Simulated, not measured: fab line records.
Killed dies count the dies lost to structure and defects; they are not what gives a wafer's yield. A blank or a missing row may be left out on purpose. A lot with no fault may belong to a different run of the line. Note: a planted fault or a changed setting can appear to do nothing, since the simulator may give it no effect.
The tool behind it: which one? -- flow gf180mcu -- at 1 step of a route of 602, 12 lots with 36 wafers sampled

== WHAT THE GAUGES READ, wafer by wafer ==
GF_HV_LDD_OVL_MEAS_08.
lot,measured,on,HV_LDD_OVL (nm)
L075,day 10 11:59,overlay-01,0.0 -0.4 -0.3
L077,day 10 22:40,overlay-02,3.0 3.5 3.2
L079,day 11 10:58,overlay-02,1.9 2.0 1.2
L081,day 12 04:20,overlay-01,2.6 1.4 2.4
L083,day 12 18:25,overlay-02,2.9 2.3 2.1
L085,day 13 10:57,overlay-01,-0.6 -0.9 -0.8
L087,day 14 09:08,overlay-02,1.9 4.2 1.2
L089,day 14 15:36,overlay-02,-1.1 -0.2 -0.5
L091,day 15 08:16,overlay-01,0.1 0.8 0.1
L093,day 15 19:41,overlay-01,2.3 3.5 2.9
L095,day 16 11:27,overlay-01,-0.4 1.2 -1.1
L097,day 17 02:21,overlay-02,3.1 1.6 3.2

== TOOL THAT RAN EACH LOT (tool first, then ch and the chambers of the sampled wafers, then the start) ==
Before these readings, the record contains no process step.

== THE ANSWER, worked out from the rows above alone ==
Rule: the lots themselves supply what counts as usual. The widest of any qualifying gaps counts: lots, ordered by their means at a reading, are off when they make up no more than a third of the lots, leave a main group of 4 or more, and stand apart from it by 3 or more times the standard deviation of that group's means. If all means in a main group match to the digits the tables above print for the reading, that group is not used. A lot without any number at a reading at which 4 lots or more have one is off too. Any other lot the step has rows for is counted as sound.
None of the lots is off at any reading shown; this tells nothing.

== WHAT THE SIMULATOR PUT IN ==
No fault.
